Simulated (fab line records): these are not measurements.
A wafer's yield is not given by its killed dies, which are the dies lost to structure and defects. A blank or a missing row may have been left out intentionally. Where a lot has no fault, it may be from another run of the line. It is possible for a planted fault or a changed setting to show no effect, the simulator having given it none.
fab line records | flow sky130
record lots=13 wafers=39 lastDay=50
route steps=708 shown FIELD_ISO@24 DNWELL@39 PWDE@52 VT_ADJUST_HVTP@96 PAD_OPEN@708
lots with no fault: from the same line, run without faults
startH: hours from the record's opening day to when the first of the lot's shown wafers began | waitH: how many hours have passed since the lot's step before this one | " identical to the entry in the row above | L1.1+2: a single row standing in for several wafers | - no value present, or no start provided | * or withheld: withheld | < > ~ a bound
route shown NAME@n: NAME is a module with steps in the file, n the number in the route of the first one | usual: mean/standard deviation taken from wafers without a fault | same: alike in all rows | chamber/n: place in a boat | sites: the reading at each site | _std_site: the values' standard deviation | _edge_site: mean of outer sites minus mean of inner sites | radiusMm: how far each site lies from the wafer's centre | mask NAME#n: copy n | behind: the tool/chamber that last shaped the wafer | hold: cause of the lot's hold/its duration in hours/its outcome | device: names the non-switching transistor (n, p or np) | end of line: tests of these same wafers at the route's end | where a step has no rows: the recipe by itself | killed: dies that structure and defects cost at the first sort, which is not the same as the wafer's yield | map: dies across one wafer; x = killed, . = not, _ = none there
set.NAME: the setting the step ran with; set.NAME@STEP: the setting that earlier step ran with | model.NAME: the simulator's own value behind a step, which no gauge read
a sample of lots followed through the steps of the route, with each step as a table and each wafer as a row
services: the hour from which a tool's chamber was out of use, counted from the record's first day as startH (under 0 if before that day), plus the number of hours and why
## steps
# step SKY_FIELD_ISO_THK_MEAS_23
# recipe reads=SiO2_of_FIELD_ISO_OXIDATION_22
# usual FIELD_ISO_OXIDATION_01_THK=10.01/0.18
# columns lot.wafer tool chamber startH waitH FIELD_ISO_OXIDATION_01_THK[nm]
L323.1 filmMetro-01 - 36.57 0.0 10.23
L323.2 " - " " 10.31
L323.3 " - " " 10.18
L324.2 filmMetro-04 - 40.51 0.0 10.15
L324.3 " - " " 10.11
L324.6 " - " " 10.09
L327.1 filmMetro-03 - 55.95 0.0 9.90
L327.2 " - " " 10.07
L327.5 " - " " 9.96
L328.2 filmMetro-03 - 65.46 0.0 10.18
L328.3 " - " " 10.16
L328.6 " - " " 10.11
L332.2 filmMetro-04 - 84.45 0.0 10.03
L332.3 " - " " 10.18
L332.4 " - " " 9.97
L333.1 filmMetro-03 - 88.98 0.0 9.92
L333.4 " - " " 10.03
L333.6 " - " " 9.93
L338.1 filmMetro-03 - 114.20 0.0 10.14
L338.2 " - " " 10.06
L338.6 " - " " 10.00
L339.2 filmMetro-03 - 119.44 0.0 9.99
L339.4 " - " " 10.03
L339.5 " - " " 9.77
L340.1 filmMetro-01 - 125.34 0.0 10.05
L340.2 " - " " 10.02
L340.4 " - " " 9.87
L341.1 filmMetro-04 - 129.10 0.0 10.14
L341.2 " - " " 10.31
L341.6 " - " " 10.06
L343.3 filmMetro-01 - 142.98 0.0 9.44
L343.5 " - " " 9.79
L343.6 " - " " 9.64
L344.1 filmMetro-04 - 149.20 0.0 10.01
L344.3 " - " " 10.10
L344.5 " - " " 10.38
L345.1 filmMetro-03 - 154.60 0.0 9.84
L345.5 " - " " 9.77
L345.6 " - " " 9.74
# step SKY_DNWELL_EXPOSE_04
# recipe maskId=DNM na=0.57 targetCdNm=3000 doseMj=222
# same na=0.57
# columns lot.wafer tool chamber startH waitH mask
L323.1+2+3 ilineStepper-02 0 48.99 - DNM#0
L324.2+3+6 ilineStepper-02 0 53.14 - DNM#0
L327.1+2+5 ilineStepper-02 0 70.16 - DNM#0
L328.2+3+6 ilineStepper-02 0 79.09 - PWDEM#0
L332.2+3+4 ilineStepper-02 0 96.94 - DNM#0
L333.1+4+6 ilineStepper-01 0 103.31 - DNM#0
L338.1+2+6 ilineStepper-01 0 128.26 - DNM#0
L339.2+4+5 ilineStepper-01 0 134.83 - DNM#0
L340.1+2+4 ilineStepper-01 0 139.48 - DNM#0
L341.1+2+6 ilineStepper-02 0 143.44 - DNM#0
L343.3+5+6 ilineStepper-01 0 156.81 - DNM#0
L344.1+3+5 ilineStepper-01 0 166.53 - DNM#0
L345.1+5+6 ilineStepper-01 0 171.41 - DNM#0
# step SKY_DNWELL_TW_MEAS_09
# usual DNWELL_TW=1120/9
# columns lot.wafer tool chamber startH waitH DNWELL_TW
L323.1 filmMetro-02 - 57.39 0.1 1130
L323.2 " - " " 1128
L323.3 " - " " 1125
L324.2 filmMetro-01 - 60.63 0.1 1112
L324.3 " - " " 1107
L324.6 " - " " 1102
L327.1 filmMetro-01 - 77.19 0.1 1127
L327.2 " - " " 1122
L327.5 " - " " 1122
L328.2 filmMetro-01 - 87.50 0.1 30
L328.3 " - " " 30
L328.6 " - " " 30
L332.2 filmMetro-02 - 106.07 0.1 1134
L332.3 " - " " 1132
L332.4 " - " " 1132
L333.1 filmMetro-01 - 112.38 0.1 1121
L333.4 " - " " 1113
L333.6 " - " " 1116
L338.1 filmMetro-02 - 137.16 0.1 1126
L338.2 " - " " 1129
L338.6 " - " " 1132
L339.2 filmMetro-04 - 144.32 0.1 1110
L339.4 " - " " 1113
L339.5 " - " " 1112
L340.1 filmMetro-02 - 149.52 0.1 1130
L340.2 " - " " 1135
L340.4 " - " " 1131
L341.1 filmMetro-02 - 152.98 0.1 1133
L341.2 " - " " 1133
L341.6 " - " " 1137
L343.3 filmMetro-01 - 166.83 0.1 1118
L343.5 " - " " 1111
L343.6 " - " " 1116
L344.1 filmMetro-04 - 177.11 0.1 1114
L344.3 " - " " 1106
L344.5 " - " " 1113
L345.1 filmMetro-04 - 181.58 0.1 1119
L345.5 " - " " 1115
L345.6 " - " " 1117
# step SKY_PWDE_OVL_MEAS_07
# usual PWDE_OVL=-0.1/1.2
# columns lot.wafer tool chamber startH waitH PWDE_OVL[nm]
L323.1 overlay-01 - 73.07 - 1.3
L323.2 " - " " 0.8
L323.3 " - " " 0.7
L324.2 overlay-02 - 75.99 - 1.4
L324.3 " - " " 1.1
L324.6 " - " " -0.6
L327.1 overlay-02 - 94.06 - 1.0
L327.2 " - " " -1.7
L327.5 " - " " -1.5
L328.2 overlay-01 - 104.14 - -0.7
L328.3 " - " " -0.2
L328.6 " - " " -0.4
L332.2 overlay-02 - 123.59 - -0.8
L332.3 " - " " -1.1
L332.4 " - " " -2.7
L333.1 overlay-01 - 130.21 - 2.1
L333.4 " - " " -0.1
L333.6 " - " " 1.7
L338.1 overlay-01 - 155.88 - -1.0
L338.2 " - " " 0.2
L338.6 " - " " -1.4
L339.2 overlay-02 - 163.32 - -0.7
L339.4 " - " " -1.4
L339.5 " - " " -3.9
L340.1 overlay-01 - 169.43 - 0.5
L340.2 " - " " -0.9
L340.4 " - " " -0.8
L341.1 overlay-01 - 172.46 - 1.3
L341.2 " - " " 1.1
L341.6 " - " " 2.4
L343.3 overlay-01 - 188.33 - 1.8
L343.5 " - " " -0.1
L343.6 " - " " -0.3
L344.1 overlay-01 - 198.16 - -1.7
L344.3 " - " " 1.3
L344.5 " - " " 1.7
L345.1 overlay-02 - 203.22 - -1.6
L345.5 " - " " 1.9
L345.6 " - " " 2.2
# step SKY_PWDE_TW_MEAS_10
# usual PWDE_TW=374.4/2.7
# columns lot.wafer tool chamber startH waitH PWDE_TW
L323.1 filmMetro-01 - 73.35 0.1 374.3
L323.2 " - " " 374.1
L323.3 " - " " 375.5
L324.2 filmMetro-01 - 76.28 0.1 377.1
L324.3 " - " " 374.7
L324.6 " - " " 373.2
L327.1 filmMetro-02 - 94.34 0.1 377.2
L327.2 " - " " 376.3
L327.5 " - " " 376.9
L328.2 filmMetro-04 - 104.43 0.1 1114.8
L328.3 " - " " 1118.8
L328.6 " - " " 1115.3
L332.2 filmMetro-01 - 123.88 0.1 373.2
L332.3 " - " " 372.5
L332.4 " - " " 373.6
L333.1 filmMetro-01 - 130.49 0.1 373.2
L333.4 " - " " 373.2
L333.6 " - " " 371.2
L338.1 filmMetro-01 - 156.29 0.1 373.3
L338.2 " - " " 373.5
L338.6 " - " " 373.3
L339.2 filmMetro-01 - 163.61 0.1 373.1
L339.4 " - " " 374.1
L339.5 " - " " 374.9
L340.1 filmMetro-01 - 169.72 0.1 372.5
L340.2 " - " " 369.6
L340.4 " - " " 370.7
L341.1 filmMetro-01 - 172.74 0.1 372.3
L341.2 " - " " 371.7
L341.6 " - " " 372.0
L343.3 filmMetro-01 - 188.62 0.1 371.8
L343.5 " - " " 371.2
L343.6 " - " " 373.3
L344.1 filmMetro-02 - 198.44 0.1 376.2
L344.3 " - " " 378.9
L344.5 " - " " 375.6
L345.1 filmMetro-04 - 203.50 0.1 374.3
L345.5 " - " " 374.0
L345.6 " - " " 371.2
# step SKY_VT_ADJUST_HVTP_TW_MEAS_11
# usual VT_ADJUST_HVTP_TW=1366/9.1
# columns lot.wafer tool chamber startH waitH VT_ADJUST_HVTP_TW
L323.1 filmMetro-02 - 127.56 0.1 1377
L323.2 " - " " 1374
L323.3 " - " " 1382
L324.2 filmMetro-02 - 130.12 0.1 1387
L324.3 " - " " 1372
L324.6 " - " " 1386
L327.1 filmMetro-02 - 151.26 0.1 1375
L327.2 " - " " 1361
L327.5 " - " " 1368
L328.2 filmMetro-02 - 161.40 0.1 1368
L328.3 " - " " 1369
L328.6 " - " " 1373
L332.2 filmMetro-03 - 184.82 0.1 1356
L332.3 " - " " 1359
L332.4 " - " " 1357
L333.1 filmMetro-02 - 191.96 0.1 1359
L333.4 " - " " 1366
L333.6 " - " " 1361
L338.1 filmMetro-04 - 220.74 0.1 1363
L338.2 " - " " 1375
L338.6 " - " " 1360
L339.2 filmMetro-03 - 229.15 0.1 1362
L339.4 " - " " 1364
L339.5 " - " " 1365
L340.1 filmMetro-02 - 236.14 0.1 1365
L340.2 " - " " 1363
L340.4 " - " " 1364
L341.1 filmMetro-03 - 241.34 0.1 1372
L341.2 " - " " 1364
L341.6 " - " " 1360
L343.3 filmMetro-04 - 258.68 0.1 1355
L343.5 " - " " 1353
L343.6 " - " " 1355
L344.1 filmMetro-04 - 270.21 0.1 1376
L344.3 " - " " 1369
L344.5 " - " " 1375
L345.1 filmMetro-02 - 274.98 0.1 1357
L345.5 " - " " 1361
L345.6 " - " " 1371
# step SKY_PAD_OPEN_PROBE_99
# usual killed_at_M0_to_M3=42/6.4 killed_at_M4_up=3.2/1.9 killedAtContacts=24/4.8 killedAtFrontEnd=16/4.4 killedAtOther=0.3/0.55 killedDies=86/8.6 killedOnRim=17/3.5 killedOpen=46/6.6 killedShort=39/5.7
# same grossDies=492 killedAtBackSide=0
# columns lot.wafer tool chamber startH waitH killed_at_M0_to_M3 killed_at_M4_up killedAtContacts killedAtFrontEnd killedAtOther killedDies killedOnRim killedOpen killedShort
L324.2 prober-01 - 1082.83 0.1 51 5 16 24 0 96 20 48 48
L324.3 prober-01 - 1082.88 0.2 42 5 20 34 0 101 16 54 47
L324.6 prober-01 - 1083.03 0.2 49 4 19 19 0 91 17 46 45
L328.2 prober-02 - 1120.31 0.1 34 2 23 433 0 492 96 33 40
L328.3 prober-02 - 1120.36 0.2 44 4 19 424 1 492 96 49 35
L328.6 prober-02 - 1120.51 0.2 40 5 32 414 1 492 96 49 40
L333.1 prober-02 - 1150.48 0.1 37 4 28 15 0 84 17 53 31
L333.4 prober-02 - 1150.63 0.2 34 4 28 12 0 78 16 38 40
L333.6 prober-02 - 1150.73 0.2 40 2 27 20 0 89 18 47 42
L338.1 prober-02 - 1163.08 0.1 37 0 26 12 0 75 23 36 39
L338.2 prober-02 - 1163.13 0.1 41 1 23 20 1 86 20 50 36
L338.6 prober-02 - 1163.33 0.2 42 0 26 20 0 88 20 48 40
# killed by level:class
L324.2 VIA1:geometricParticle:open=14 VIA2:geometricParticle:open=11 POLY_GATE:geometricParticle:short=7 FIELD_ISO:geometricParticle:short=6 VIA3:geometricParticle:open=6 METAL4:geometricParticle:short=5 LI_CONTACT:geometricParticle:open=5 METAL1:geometricParticle:short=5
L324.3 VIA1:geometricParticle:open=15 FIELD_ISO:geometricParticle:short=13 FIELD_ISO:geometricParticle:open=10 VIA2:geometricParticle:open=8 POLY_GATE:geometricParticle:open=7 CONTACT:geometricParticle:short=6 VIA1:geometricParticle:short=6 CONTACT:geometricParticle:open=5
L324.6 VIA1:geometricParticle:open=15 VIA1:geometricParticle:short=9 VIA2:geometricParticle:open=9 FIELD_ISO:geometricParticle:open=6 CONTACT:geometricParticle:open=6 CONTACT:geometricParticle:short=6 METAL2:geometricParticle:short=6 FIELD_ISO:geometricParticle:short=4
L328.2 DNWELL:areaExpose=419 CONTACT:geometricParticle:short=8 VIA2:geometricParticle:open=6 CONTACT:geometricParticle:open=6 VIA1:geometricParticle:open=6 FIELD_ISO:geometricParticle:short=5 POLY_GATE:geometricParticle:short=5 VIA3:geometricParticle:open=5
L328.3 DNWELL:areaExpose=407 VIA1:geometricParticle:open=11 VIA3:geometricParticle:open=10 CONTACT:geometricParticle:open=7 FIELD_ISO:geometricParticle:short=6 LI_CONTACT:geometricParticle:open=5 METAL1:geometricParticle:short=5 LOCAL_INTERCONNECT:geometricParticle:short=4
L328.6 DNWELL:areaExpose=402 CONTACT:geometricParticle:open=9 LI_CONTACT:geometricParticle:open=8 VIA1:geometricParticle:open=7 METAL1:geometricParticle:short=6 VIA3:geometricParticle:short=6 VIA3:geometricParticle:open=6 LOCAL_INTERCONNECT:geometricParticle:short=5
L333.1 CONTACT:geometricParticle:open=14 VIA2:geometricParticle:open=11 VIA1:geometricParticle:open=8 LI_CONTACT:geometricParticle:open=7 FIELD_ISO:geometricParticle:open=6 METAL1:geometricParticle:short=6 METAL4:geometricParticle:short=4 FIELD_ISO:geometricParticle:short=3
L333.4 VIA1:geometricParticle:open=9 CONTACT:geometricParticle:short=8 LI_CONTACT:geometricParticle:open=6 LOCAL_INTERCONNECT:geometricParticle:short=5 VIA2:geometricParticle:open=5 FIELD_ISO:geometricParticle:open=4 VIA1:geometricParticle:short=4 METAL1:geometricParticle:short=4
L333.6 CONTACT:geometricParticle:open=10 VIA1:geometricParticle:open=10 VIA2:geometricParticle:open=8 FIELD_ISO:geometricParticle:short=7 LI_CONTACT:geometricParticle:open=7 LOCAL_INTERCONNECT:geometricParticle:short=6 VIA3:geometricParticle:open=6 VIA2:geometricParticle:short=5
L338.1 METAL1:geometricParticle:short=9 CONTACT:geometricParticle:short=8 VIA1:geometricParticle:open=8 CONTACT:geometricParticle:open=7 LI_CONTACT:geometricParticle:open=5 VIA3:geometricParticle:open=5 FIELD_ISO:geometricParticle:open=4 VIA2:geometricParticle:short=4
L338.2 VIA1:geometricParticle:open=10 CONTACT:geometricParticle:open=10 VIA3:geometricParticle:open=7 VIA2:geometricParticle:open=6 FIELD_ISO:geometricParticle:short=5 LI_CONTACT:geometricParticle:open=5 METAL1:geometricParticle:short=5 FIELD_ISO:geometricParticle:open=4
L338.6 VIA1:geometricParticle:open=13 CONTACT:geometricParticle:open=10 VIA1:geometricParticle:short=8 LI_CONTACT:geometricParticle:open=7 VIA2:geometricParticle:open=6 FIELD_ISO:geometricParticle:short=5 FIELD_ISO:geometricParticle:open=5 LOCAL_INTERCONNECT:geometricParticle:short=5
## services
# columns tool chamber startH hours kind
ilineStepper-02 0 34.88 - calibration
ilineStepper-02 - 57.03 1.7 pm
ilineStepper-01 0 109.06 - calibration
ilineStepper-02 - 162.92 9.5 repair
## key
firstSign step=SKY_DNWELL_EXPOSE_04 reading=mask direction=changed
effect step=SKY_DNWELL_TW_MEAS_09 reading=DNWELL_TW direction=down sigmas=99+ usual=1120 struck=30
effect step=SKY_PWDE_TW_MEAS_10 reading=PWDE_TW direction=up sigmas=99+ usual=374.4 struck=1116.3
effect step=SKY_PAD_OPEN_PROBE_99 reading=killedAtFrontEnd direction=up sigmas=94 usual=16 struck=424
moreKillsBornAt SKY_DNWELL_EXPOSE_04@ilineStepper-02=1228
metAt SKY_DNWELL_EXPOSE_04
struckLots L328
testerLeftOut L328
notActingAt SKY_FIELD_ISO_THK_MEAS_23,SKY_PWDE_OVL_MEAS_07,SKY_VT_ADJUST_HVTP_TW_MEAS_11
onsetBetween 70.16 79.09
fault kind=wrongMask tool=any chamber=- onsetH=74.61 steps=SKY_DNWELL_EXPOSE_04 auxCopy=PWDEM#0 scope=struckLotsOnly
# testerLeftOut: of these lots the tester's yield and bins aren't shown, on N5 and GAA mostly nor the transistor test; their killed dies are dies lost to structure and defects alone, not to doping, threshold or leakage, so they don't give the yield
